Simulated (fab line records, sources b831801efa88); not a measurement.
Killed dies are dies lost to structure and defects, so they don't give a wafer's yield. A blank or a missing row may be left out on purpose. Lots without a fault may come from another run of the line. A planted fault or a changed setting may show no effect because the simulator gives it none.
fab line records | flow sky130
record lots=7 wafers=21 last_day=50
route steps=708 shown CONTACT@411 PAD_OPEN@708
lots that met no fault: from a run of the same line without faults
start_h: hours from the record's first day to the start of the lot's first wafer shown | wait_h: hours since the lot's step before | " the same as in the row above | L1.1+2: a row that stands for several wafers | - no value, or no start given | * or withheld: withheld | < > ~ a bound
route shown NAME@n: a module of which the file shows steps, and the number in the route of the first | usual: mean/standard deviation of fault-free wafers | same: alike in all rows | chamber/n: place in a boat | sites: the reading at each site | _std_site: their standard deviation | _edge_site: outer sites' mean less inner sites' | radius_mm: how far each site lies from the wafer's centre | mask NAME#n: copy n | behind: the tool/chamber that last shaped the wafer | hold: why the lot was held/for how many hours/how that ended | device: the transistor (n, p or np) that didn't switch | end of line: the same wafers' tests at the end of the route | a step without rows: its recipe alone | killed: dies lost to structure and defects at the first sort, not the wafer's yield | map: a wafer's dies, x killed, . not, _ none there
set.NAME: the setting as run; set.NAME@STEP: as run at that earlier step | model.NAME: the simulator's own value behind a step, which no gauge read
lots at some steps of the route; a table a step, a row a wafer
services: from which hour (start_h, from the record's first day; less than 0 if before it) a tool's chamber was out of use, for how many hours, and why
## steps
# step SKY_CONTACT_BOW_MEAS_05
# recipe mode=bow
# usual CONTACT_BOW=82/7.1
# columns lot.wafer tool chamber start_h wait_h CONTACT_BOW[um]
L921.1 film_metro-02 - 814.73 0.2 78
L921.3 " - " " 71
L921.4 " - " " 81
L920.4 film_metro-02 - 815.85 0.3 81
L920.5 " - " " 93
L920.6 " - " " 86
L917.2 film_metro-03 - 816.10 0.2 82
L917.4 " - " " 93
L917.6 " - " " 81
L922.3 film_metro-02 - 816.15 0.1 85
L922.5 " - " " 78
L922.6 " - " " 80
L923.3 film_metro-01 - 817.36 0.3 82
L923.5 " - " " 84
L923.6 " - " " 87
L930.2 film_metro-03 - 895.32 0.1 71
L930.4 " - " " 84
L930.6 " - " " 69
L931.2 film_metro-03 - 896.27 0.3 82
L931.5 " - " " 93
L931.6 " - " " 78
# step SKY_CONTACT_DEHYDRATE_06
# recipe temp_c=200 time_s=60
# step SKY_CONTACT_HMDS_07
# recipe prime_time_s=60 prime_temp_c=120
# step SKY_CONTACT_COAT_08
# recipe resist=BARC temp_c=withheld time_s=withheld spin_rpm=3000 resist_thk_nm=60
# step SKY_CONTACT_COAT_09
# recipe resist=KrF-thick spin_rpm=3000 resist_thk_nm=450
# step SKY_CONTACT_SOFTBAKE_10
# recipe temp_c=100.7 time_s=90 resist=KrF-thick
# step SKY_CONTACT_EXPOSE_11
# recipe mask_id=CTM1 na=0.8 source_shape=annular sigma_inner=0.55 sigma_outer=0.85 target_cd_nm=170 dose_mj=38
# step SKY_CONTACT_PEB_12
# recipe peb_temp_c=withheld peb_time_s=withheld resist=KrF-thick
# step SKY_CONTACT_DEVELOP_13
# recipe develop_time_s=60 resist=KrF-thick dev_temp_c=21
# step SKY_CONTACT_CD_MEAS_14
# recipe target_cd_nm=170
# usual cd_nm=169.9/1.6
# columns lot.wafer tool chamber start_h wait_h cd_nm
L921.1 cd_sem-02 - 840.67 - 170.9
L921.3 " - " " 172.5
L921.4 " - " " 171.0
L920.4 cd_sem-01 - 841.81 - 168.0
L920.5 " - " " 169.5
L920.6 " - " " 170.6
L917.2 cd_sem-02 - 842.08 - 170.5
L917.4 " - " " 171.5
L917.6 " - " " 169.9
L922.3 cd_sem-01 - 842.45 - 168.6
L922.5 " - " " 168.5
L922.6 " - " " 169.6
L923.3 cd_sem-01 - 843.04 - 170.6
L923.5 " - " " 169.8
L923.6 " - " " 169.7
L930.2 cd_sem-02 - 921.22 - 170.3
L930.4 " - " " 170.1
L930.6 " - " " 169.2
L931.2 cd_sem-01 - 921.58 - 169.6
L931.5 " - " " 168.0
L931.6 " - " " 168.3
# step SKY_CONTACT_OVL_MEAS_15
# usual CONTACT_OVL=1/4.2
# columns lot.wafer tool chamber start_h wait_h CONTACT_OVL[nm]
L921.1 overlay-02 - 840.79 0.1 2
L921.3 " - " " 0
L921.4 " - " " -1
L920.4 overlay-01 - 841.89 0.1 2
L920.5 " - " " -3
L920.6 " - " " 1
L917.2 overlay-02 - 842.19 0.1 -3
L917.4 " - " " 12
L917.6 " - " " 7
L922.3 overlay-02 - 842.54 0.1 -11
L922.5 " - " " -2
L922.6 " - " " -2
L923.3 overlay-01 - 843.14 0.1 3
L923.5 " - " " 3
L923.6 " - " " -1
L930.2 overlay-01 - 921.33 0.1 9
L930.4 " - " " 2
L930.6 " - " " 1
L931.2 overlay-02 - 921.69 0.1 1
L931.5 " - " " -2
L931.6 " - " " -2
# step SKY_CONTACT_ETCH_16
# recipe chemistry=N2/H2 target=BARC ion_energy_ev=200 source_w=500 bias_w=100 pressure_mtorr=30 n2_flow_sccm=100 h2_flow_sccm=200 stop_on=SiO2 time_s=45.9 target_depth_a=600
# usual bias_w=99.97/0.29 chamber_pressure_mTorr=30.00/0.038 drypump_motor_current_A=5.6/0.52 h2_flow_sccm=200.0/0.6 oes_product_au=0.855/0.0048 throttle_valve_pct=13.225/0.0092
# columns lot.wafer tool chamber start_h wait_h bias_w chamber_pressure_mTorr drypump_motor_current_A h2_flow_sccm oes_product_au rf_hours_counter_h throttle_valve_pct
L921.1 rie_diel-04 1 840.82 0.0 100.20 30.00 5.6 198.4 0.857 9 13.240
L921.3 " 3 " " 99.30 30.04 5.3 200.3 0.857 16 13.215
L921.4 " 0 " " 99.95 29.99 4.8 200.1 0.862 18 13.231
L920.4 rie_diel-02 2 841.91 0.0 99.98 30.02 4.8 200.8 0.862 16 13.216
L920.5 " 2 " " 99.80 30.00 4.8 199.3 0.854 - 13.220
L920.6 " 1 " " 100.09 29.97 5.5 201.8 0.859 - 13.215
L917.2 rie_diel-03 1 842.22 0.0 99.54 29.99 5.2 199.7 0.856 13 13.227
L917.4 " 2 " " 100.21 30.02 5.8 200.0 0.862 - 13.224
L917.6 " 0 " " 100.41 30.01 5.7 199.7 0.856 - 13.228
L922.3 rie_diel-04 0 842.57 0.0 100.23 29.98 4.9 199.0 0.853 18 13.205
L922.5 " 0 " " 100.43 29.97 4.9 200.4 0.852 - 13.215
L922.6 " 1 " " 100.54 30.02 5.6 199.8 0.852 - 13.224
L923.3 rie_diel-02 1 843.16 0.0 99.51 30.03 5.6 200.2 0.862 12 13.223
L923.5 " 0 " " 99.72 30.00 6.6 200.7 0.857 - 13.222
L923.6 " 3 " " 100.18 29.98 5.8 198.7 0.858 - 13.220
L930.2 rie_diel-03 0 921.36 0.0 100.18 30.02 5.6 200.1 0.856 3 13.227
L930.4 " 1 " " 99.97 29.98 5.2 200.1 0.855 16 13.243
L930.6 " 1 " " 99.87 29.96 5.2 200.0 0.850 - 13.229
L931.2 rie_diel-02 2 921.72 0.0 99.68 29.99 4.8 200.0 0.853 18 13.223
L931.5 " 0 " " 100.09 30.01 6.5 200.5 0.857 - 13.209
L931.6 " 3 " " 100.12 29.99 5.8 200.1 0.851 - 13.228
# step SKY_CONTACT_ETCH_17
# recipe target=SiO2 chemistry=C4F8/O2/Ar stop_on=Si3N4 mask_material=KrF-thick source_w=1500 bias_w=1200 pressure_mtorr=40 c4f8_flow_sccm=withheld O2_flow_sccm=6 Ar_flow_sccm=300 time_s=withheld target_depth_a=3400
# usual bias_w=1200/3.5 chamber_pressure_mTorr=40.01/0.036 oes_product_au=0.891/0.0046
# columns lot.wafer tool chamber start_h wait_h bias_w chamber_pressure_mTorr oes_product_au model.KrF-thick_of_CONTACT_COAT_09.thk_nm
L921.1 rie_diel-04 1 840.86 0.0 - - - 393
L921.3 " 3 " " - - - 392.9
L921.4 " 0 " " - - - 393.3
L920.4 rie_diel-02 2 841.95 0.0 - - - 391.4
L920.5 " 2 " " - - - 391.4
L920.6 " 1 " " - - - 392.8
L917.2 rie_diel-03 1 842.26 0.0 - - - 392.5
L917.4 " 2 " " - - - 394.6
L917.6 " 0 " " - - - 393.1
L922.3 rie_diel-04 0 842.61 0.0 1206 39.98 0.890 330.7
L922.5 " 0 " " 1200 40.07 0.889 330
L922.6 " 1 " " 1198 39.98 0.895 327.3
L923.3 rie_diel-02 1 843.20 0.0 1205 40.00 0.891 328.4
L923.5 " 0 " " 1202 40.03 0.896 326.2
L923.6 " 3 " " 1199 40.04 0.895 330.7
L930.2 rie_diel-03 0 921.40 0.0 1207 40.05 0.884 327
L930.4 " 1 " " 1201 40.05 0.897 326.4
L930.6 " 1 " " 1194 40.02 0.894 327.6
L931.2 rie_diel-02 2 921.76 0.0 1203 39.98 0.891 324.6
L931.5 " 0 " " 1197 40.01 0.894 330.5
L931.6 " 3 " " 1206 40.03 0.896 331.9
# step SKY_CONTACT_ETCH_18
# recipe target=Si3N4 chemistry=CHF3/O2 stop_on=TiN source_w=600 bias_w=200 pressure_mtorr=40 chf3_flow_sccm=50 O2_flow_sccm=5 time_s=39 target_depth_a=750
# usual O2_flow_sccm=5.000/0.014 bias_w=200.0/0.54 drypump_motor_current_A=5.6/0.52 oes_product_au=0.851/0.0088 throttle_valve_pct=8.794/0.0097
# columns lot.wafer tool chamber start_h wait_h O2_flow_sccm bias_w drypump_motor_current_A oes_product_au rf_hours_counter_h throttle_valve_pct model.KrF-thick_of_CONTACT_COAT_09.thk_nm
L921.1 rie_diel-04 1 - - 4.984 200.0 5.6 0.376 9 8.677 307.9
L921.3 " 3 " " 5.014 199.6 5.3 0.375 16 8.679 308.7
L921.4 " 0 " " 5.009 199.7 4.8 0.376 18 8.686 310
L920.4 rie_diel-02 2 - - 5.003 200.8 4.8 0.374 16 8.651 303.6
L920.5 " 2 " " 5.007 200.0 4.8 0.374 - 8.672 303.6
L920.6 " 1 " " 5.001 200.3 5.5 0.376 - 8.671 308.2
L917.2 rie_diel-03 1 - - 4.965 199.3 5.1 0.376 13 8.669 308
L917.4 " 2 " " 5.008 200.4 5.8 0.370 - 8.688 312.6
L917.6 " 0 " " 4.995 200.0 5.6 0.381 - 8.654 309.9
L922.3 rie_diel-04 0 - - 5.002 199.1 4.8 0.852 18 8.794 247.5
L922.5 " 0 " " 4.991 199.7 4.9 0.853 - 8.802 246.8
L922.6 " 1 " " 4.993 200.4 5.6 0.850 - 8.787 242.5
L923.3 rie_diel-02 1 - - 5.006 200.4 5.5 0.852 12 8.800 243.6
L923.5 " 0 " " 5.013 200.1 6.6 0.849 - 8.793 240.2
L923.6 " 3 " " 5.012 200.8 5.8 0.858 - 8.781 247.8
L930.2 rie_diel-03 0 - - 4.994 199.8 5.6 0.847 3 8.788 242.9
L930.4 " 1 " " 5.006 199.6 5.2 0.851 16 8.791 241.8
L930.6 " 1 " " 4.995 200.3 5.2 0.864 - 8.809 241.8
L931.2 rie_diel-02 2 - - 5.004 200.5 4.8 0.834 18 8.800 236
L931.5 " 0 " " 4.991 199.9 6.6 0.859 - 8.797 246.8
L931.6 " 3 " " 5.011 199.7 5.9 0.847 - 8.795 248.5
# step SKY_CONTACT_STRIP_19
# recipe chemistry=O2/N2 power_w=1400 pressure_mtorr=1500 platen_temp_c=withheld o2_flow_sccm=3000 n2_flow_sccm=300 overash_fraction=0.5
# usual drypump_motor_current_A=5.6/0.42 oes_product_au=0.381/0.0056 strip_time_to_endpoint_s=3.63/0.045
# columns lot.wafer tool chamber start_h wait_h drypump_motor_current_A oes_product_au rf_hours_counter_h strip_time_to_endpoint_s
L921.1 plasma_asher-04 0 840.95 - 5.9 0.403 106 4.32
L921.3 " 1 " " 6.2 0.416 - 4.32
L921.4 " 0 " " 5.9 0.413 - 4.33
L920.4 plasma_asher-03 1 842.07 - 5.2 0.400 - 4.26
L920.5 " 1 " " 5.2 0.407 - 4.26
L920.6 " 0 " " 5.5 0.410 - 4.30
L917.2 plasma_asher-02 1 842.35 - 4.9 0.408 44 4.31
L917.4 " 0 " " 5.5 0.416 - 4.35
L917.6 " 0 " " 5.5 0.416 - 4.33
L922.3 plasma_asher-04 0 842.73 - 5.9 0.384 - 3.67
L922.5 " 0 " " 5.9 0.379 - 3.69
L922.6 " 1 " " 6.2 0.382 - 3.63
L923.3 plasma_asher-02 1 843.32 - 4.9 0.387 - 3.63
L923.5 " 1 " " 4.9 0.374 - 3.58
L923.6 " 0 " " 5.5 0.377 - 3.66
L930.2 plasma_asher-03 0 921.49 - 5.6 0.380 17 3.61
L930.4 " 1 " " 5.3 0.384 - 3.60
L930.6 " 1 " " 5.3 0.378 - 3.59
L931.2 plasma_asher-04 0 921.85 - 5.9 0.375 114 3.55
L931.5 " 0 " " 5.9 0.389 - 3.67
L931.6 " 1 " " 6.2 0.382 - 3.69
# step SKY_CONTACT_STRIP_20
# recipe chemistry=post_etch_residue_remover time_s=1200 temp_c=72.5
# step SKY_PAD_OPEN_PROBE_99
# usual killed_at_M0_to_M3=43/7.3 killed_at_M4_up=3.5/2.2 killed_at_contacts=24/5.3 killed_at_front_end=15/4.2 killed_at_other=0.3/0.67 killed_dies=86/9.8 killed_on_rim=17/3.8 killed_open=47/7.2 killed_short=39/6.5
# same gross_dies=492 killed_at_back_side=0
# columns lot.wafer tool chamber start_h wait_h killed_at_M0_to_M3 killed_at_M4_up killed_at_contacts killed_at_front_end killed_at_other killed_dies killed_on_rim killed_open killed_short
L921.1 prober-02 - 1158.61 0.1 41 3 429 19 0 492 96 45 49
L921.3 prober-02 - 1158.71 0.2 44 2 431 15 0 492 96 44 49
L921.4 prober-02 - 1158.76 0.2 38 3 441 10 0 492 96 36 32
L917.2 prober-01 - 1158.66 0.1 37 7 437 11 0 492 96 50 31
L917.4 prober-01 - 1158.76 0.2 47 2 435 8 0 492 96 36 43
L917.6 prober-01 - 1158.86 0.2 44 2 435 11 0 492 96 37 45
L923.3 prober-01 - 1160.21 0.2 49 4 23 13 0 89 19 42 45
L923.5 prober-01 - 1160.31 0.2 43 7 21 18 0 89 21 46 43
L923.6 prober-01 - 1160.36 0.2 43 7 27 17 0 94 21 48 46
L920.4 prober-02 - 1160.26 0.2 36 1 442 12 1 492 96 44 27
L920.5 prober-02 - 1160.31 0.2 42 4 432 13 1 492 96 41 51
L920.6 prober-02 - 1160.36 0.2 56 4 421 11 0 492 96 46 47
L922.3 prober-02 - 1160.51 0.5 40 4 19 16 0 79 13 41 38
L922.5 prober-02 - 1160.61 0.5 35 4 19 14 0 72 15 34 38
L922.6 prober-02 - 1160.66 0.6 17 2 21 17 0 57 11 32 24
L930.2 prober-02 - 1205.69 0.1 40 8 17 7 0 72 11 37 34
L930.4 prober-02 - 1205.79 0.2 45 7 26 12 0 90 19 41 49
L930.6 prober-02 - 1205.89 0.2 34 6 30 22 0 92 21 51 38
L931.2 prober-01 - 1207.09 0.1 54 0 26 16 0 96 16 49 44
L931.5 prober-01 - 1207.24 0.2 49 2 26 17 0 94 19 57 37
L931.6 prober-01 - 1207.29 0.2 39 3 30 21 0 93 13 52 39
# killed by level:class
L921.1 CONTACT:area_etch=398 CONTACT:geometric_particle:open=10 VIA1:geometric_particle:open=9 LI_CONTACT:geometric_particle:open=8 METAL1:geometric_particle:short=7 CONTACT:geometric_particle:short=7 METAL2:geometric_particle:short=7 FIELD_ISO:geometric_particle:short=6
L917.2 CONTACT:area_etch=411 LI_CONTACT:geometric_particle:open=11 CONTACT:geometric_particle:open=8 METAL1:geometric_particle:short=7 VIA1:geometric_particle:open=6 VIA3:geometric_particle:open=5 METAL1:geometric_particle:open=4 POLY_GATE:geometric_particle:open=3
L921.3 CONTACT:area_etch=399 VIA2:geometric_particle:open=9 VIA1:geometric_particle:open=9 LI_CONTACT:geometric_particle:open=7 LOCAL_INTERCONNECT:geometric_particle:short=7 CONTACT:geometric_particle:short=7 POLY_GATE:geometric_particle:short=5 LI_CONTACT:geometric_particle:short=5
L917.4 CONTACT:area_etch=413 VIA1:geometric_particle:open=10 METAL2:geometric_particle:short=8 METAL1:geometric_particle:short=7 LI_CONTACT:geometric_particle:short=6 LOCAL_INTERCONNECT:geometric_particle:short=6 VIA3:geometric_particle:open=6 VIA1:geometric_particle:short=5
L921.4 CONTACT:area_etch=424 VIA3:geometric_particle:open=10 LI_CONTACT:geometric_particle:open=7 METAL1:geometric_particle:short=6 VIA2:geometric_particle:open=6 METAL2:geometric_particle:short=6 FIELD_ISO:geometric_particle:open=4 VIA2:geometric_particle:short=4
L917.6 CONTACT:area_etch=410 VIA1:geometric_particle:open=11 METAL1:geometric_particle:short=8 LOCAL_INTERCONNECT:geometric_particle:short=7 LI_CONTACT:geometric_particle:short=5 CONTACT:geometric_particle:open=5 VIA1:geometric_particle:short=5 METAL2:geometric_particle:short=5
L923.3 VIA1:geometric_particle:open=9 VIA1:geometric_particle:short=9 LI_CONTACT:geometric_particle:open=7 VIA3:geometric_particle:open=7 VIA2:geometric_particle:open=5 LI_CONTACT:geometric_particle:short=5 METAL2:geometric_particle:short=5 POLY_GATE:geometric_particle:open=4
L920.4 CONTACT:area_etch=420 VIA1:geometric_particle:open=10 LI_CONTACT:geometric_particle:open=8 METAL2:geometric_particle:short=6 VIA3:geometric_particle:open=6 FIELD_ISO:geometric_particle:open=4 CONTACT:geometric_particle:open=4 POLY_GATE:geometric_particle:short=3
L920.5 CONTACT:area_etch=400 LI_CONTACT:geometric_particle:open=10 VIA1:geometric_particle:short=9 VIA1:geometric_particle:open=9 FIELD_ISO:geometric_particle:short=7 CONTACT:geometric_particle:open=7 LOCAL_INTERCONNECT:geometric_particle:short=6 VIA2:geometric_particle:open=6
L923.5 CONTACT:geometric_particle:open=13 VIA1:geometric_particle:open=12 METAL4:geometric_particle:short=7 FIELD_ISO:geometric_particle:short=6 VIA3:geometric_particle:open=6 FIELD_ISO:geometric_particle:open=5 METAL1:geometric_particle:short=5 VIA2:geometric_particle:open=5
L920.6 CONTACT:area_etch=398 VIA2:geometric_particle:open=12 METAL1:geometric_particle:short=9 VIA1:geometric_particle:open=9 LI_CONTACT:geometric_particle:open=6 METAL2:geometric_particle:short=6 CONTACT:geometric_particle:short=6 CONTACT:geometric_particle:open=6
L923.6 CONTACT:geometric_particle:open=11 VIA1:geometric_particle:open=10 LI_CONTACT:geometric_particle:open=8 METAL2:geometric_particle:short=7 FIELD_ISO:geometric_particle:short=6 VIA3:geometric_particle:short=5 VIA2:geometric_particle:open=5 METAL4:geometric_particle:short=5
L922.3 VIA1:geometric_particle:open=9 VIA1:geometric_particle:short=7 LI_CONTACT:geometric_particle:open=6 METAL1:geometric_particle:short=6 VIA3:geometric_particle:open=6 CONTACT:geometric_particle:short=5 FIELD_ISO:geometric_particle:open=4 POLY_GATE:geometric_particle:open=4
L922.5 VIA1:geometric_particle:open=12 CONTACT:geometric_particle:open=7 METAL2:geometric_particle:short=6 LOCAL_INTERCONNECT:geometric_particle:short=6 METAL3:geometric_particle:short=5 METAL4:geometric_particle:short=4 FIELD_ISO:geometric_particle:open=3 POLY_GATE:geometric_particle:open=3
L922.6 CONTACT:geometric_particle:open=12 FIELD_ISO:geometric_particle:open=5 POLY_GATE:geometric_particle:short=5 VIA1:geometric_particle:open=5 METAL2:geometric_particle:short=5 FIELD_ISO:geometric_particle:short=4 METAL1:geometric_particle:short=3 LI_CONTACT:geometric_particle:open=2
L930.2 VIA1:geometric_particle:open=11 CONTACT:geometric_particle:open=8 METAL2:geometric_particle:short=8 METAL4:geometric_particle:short=7 VIA3:geometric_particle:open=6 LI_CONTACT:geometric_particle:open=5 METAL1:geometric_particle:short=5 LOCAL_INTERCONNECT:geometric_particle:short=3
L930.4 VIA1:geometric_particle:open=12 CONTACT:geometric_particle:open=10 LOCAL_INTERCONNECT:geometric_particle:short=8 METAL4:geometric_particle:short=7 CONTACT:geometric_particle:short=5 VIA1:geometric_particle:short=5 VIA2:geometric_particle:open=5 VIA3:geometric_particle:short=5
L930.6 CONTACT:geometric_particle:open=14 VIA1:geometric_particle:open=12 POLY_GATE:geometric_particle:open=9 LI_CONTACT:geometric_particle:short=6 METAL4:geometric_particle:short=6 POLY_GATE:geometric_particle:short=4 LOCAL_INTERCONNECT:geometric_particle:short=4 CONTACT:geometric_particle:short=4
L931.2 CONTACT:geometric_particle:open=12 VIA1:geometric_particle:short=10 VIA1:geometric_particle:open=10 METAL2:geometric_particle:short=9 VIA2:geometric_particle:open=7 LOCAL_INTERCONNECT:geometric_particle:short=5 VIA3:geometric_particle:open=5 POLY_GATE:geometric_particle:open=4
L931.5 VIA1:geometric_particle:open=14 VIA3:geometric_particle:open=11 LI_CONTACT:geometric_particle:open=7 CONTACT:geometric_particle:open=7 VIA1:geometric_particle:short=7 CONTACT:geometric_particle:short=6 VIA2:geometric_particle:open=6 METAL2:geometric_particle:short=5
L931.6 CONTACT:geometric_particle:open=12 VIA2:geometric_particle:open=10 VIA1:geometric_particle:open=9 CONTACT:geometric_particle:short=8 FIELD_ISO:geometric_particle:open=5 LOCAL_INTERCONNECT:geometric_particle:short=5 METAL1:geometric_particle:short=5 VIA3:geometric_particle:short=4
# map L917.2 (x killed, . not)
__________xxxxxxxxxx_________
________xxxxxxxxxxxxxx_______
______xxxxxxxxxxxxxxxxxx_____
_____xxxxxxxxxxxxxxxxxxxx____
____xxxxxxxxxxxxxxxxxxxxxx___
___xxxxxxxxxxxxxxxxxxxxxxxx__
__xxxxxxxxxxxxxxxxxxxxxxxxxx_
_xxxxxxxxxxxxxxxxxxxxxxxxxxxx
_xxxxxxxxxxxxxxxxxxxxxxxxxxxx
_xxxxxxxxxxxxxxxxxxxxxxxxxxxx
_xxxxxxxxxxxxxxxxxxxxxxxxxxxx
_xxxxxxxxxxxxxxxxxxxxxxxxxxxx
_xxxxxxxxxxxxxxxxxxxxxxxxxxxx
_xxxxxxxxxxxxxxxxxxxxxxxxxxxx
_xxxxxxxxxxxxxxxxxxxxxxxxxxxx
__xxxxxxxxxxxxxxxxxxxxxxxxxx_
___xxxxxxxxxxxxxxxxxxxxxxxx__
____xxxxxxxxxxxxxxxxxxxxxx___
_____xxxxxxxxxxxxxxxxxxxx____
______xxxxxxxxxxxxxxxxxx_____
________xxxxxxxxxxxxxx_______
__________xxxxxxxxxx_________
# map L920.4 (x killed, . not)
__________xxxxxxxxxx_________
________xxxxxxxxxxxxxx_______
______xxxxxxxxxxxxxxxxxx_____
_____xxxxxxxxxxxxxxxxxxxx____
____xxxxxxxxxxxxxxxxxxxxxx___
___xxxxxxxxxxxxxxxxxxxxxxxx__
__xxxxxxxxxxxxxxxxxxxxxxxxxx_
_xxxxxxxxxxxxxxxxxxxxxxxxxxxx
_xxxxxxxxxxxxxxxxxxxxxxxxxxxx
_xxxxxxxxxxxxxxxxxxxxxxxxxxxx
_xxxxxxxxxxxxxxxxxxxxxxxxxxxx
_xxxxxxxxxxxxxxxxxxxxxxxxxxxx
_xxxxxxxxxxxxxxxxxxxxxxxxxxxx
_xxxxxxxxxxxxxxxxxxxxxxxxxxxx
_xxxxxxxxxxxxxxxxxxxxxxxxxxxx
__xxxxxxxxxxxxxxxxxxxxxxxxxx_
___xxxxxxxxxxxxxxxxxxxxxxxx__
____xxxxxxxxxxxxxxxxxxxxxx___
_____xxxxxxxxxxxxxxxxxxxx____
______xxxxxxxxxxxxxxxxxx_____
________xxxxxxxxxxxxxx_______
__________xxxxxxxxxx_________
## services
# columns tool chamber start_h hours kind
plasma_asher-03 - 833.43 8.4 repair
rie_diel-03 3 833.61 2.1 repair
rie_diel-03 3 835.73 - clean
rie_diel-03 3 835.73 23.8 scheduled_down
rie_diel-03 3 835.73 23.8 vent_cycle
plasma_asher-04 - 847.56 7.3 repair
rie_diel-02 2 856.45 7.7 repair
rie_diel-02 1 871.51 3.8 repair
rie_diel-02 0 874.75 11.2 repair
rie_diel-04 - 885.99 0.4 repair
rie_diel-02 0 888.06 4.5 repair
plasma_asher-04 - 899.29 0.5 repair
## key
first_sign step=SKY_CONTACT_ETCH_17 reading=tool_record direction=missing
effect step=SKY_CONTACT_ETCH_18 reading=oes_product_au direction=down sigmas=54 usual=0.851 struck=0.375
effect step=SKY_CONTACT_STRIP_19 reading=strip_time_to_endpoint_s direction=up sigmas=15 usual=* struck=*
effect step=SKY_PAD_OPEN_PROBE_99 reading=killed_at_contacts direction=up sigmas=77 usual=24 struck=434
model_effect step=SKY_CONTACT_ETCH_17 value=KrF-thick_of_CONTACT_COAT_09.thk_nm without=328 struck=392.8
model_effect step=SKY_CONTACT_ETCH_18 value=KrF-thick_of_CONTACT_COAT_09.thk_nm without=243.3 struck=308
more_kills_born_at SKY_CONTACT_ETCH_17@rie_diel-03=1234 SKY_CONTACT_ETCH_17@rie_diel-04=1221 SKY_CONTACT_ETCH_17@rie_diel-02=1218
met_at SKY_CONTACT_ETCH_17
struck_wafers L917.2,L917.4,L917.6,L920.4,L920.5,L920.6,L921.1,L921.3,L921.4
later_rows_left_out L917.2,L917.4,L917.6,L920.4,L920.5,L920.6,L921.1,L921.3,L921.4
tester_left_out L917,L920,L921
fault kind=skipped_step_whole tool=rie_diel-02,rie_diel-03,rie_diel-04 chamber=- onset_h=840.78 steps=SKY_CONTACT_ETCH_17 scope=struck_lots_only
# tester_left_out: of these lots the tester's yield and bins aren't shown, on N5 and GAA mostly nor the transistor test; their killed dies are dies lost to structure and defects alone, not to doping, threshold or leakage, so they don't give the yield
# later_rows_left_out: the simulator's readings of these wafers behind a module that went badly wrong aren't trusted and aren't shown, but for the sort
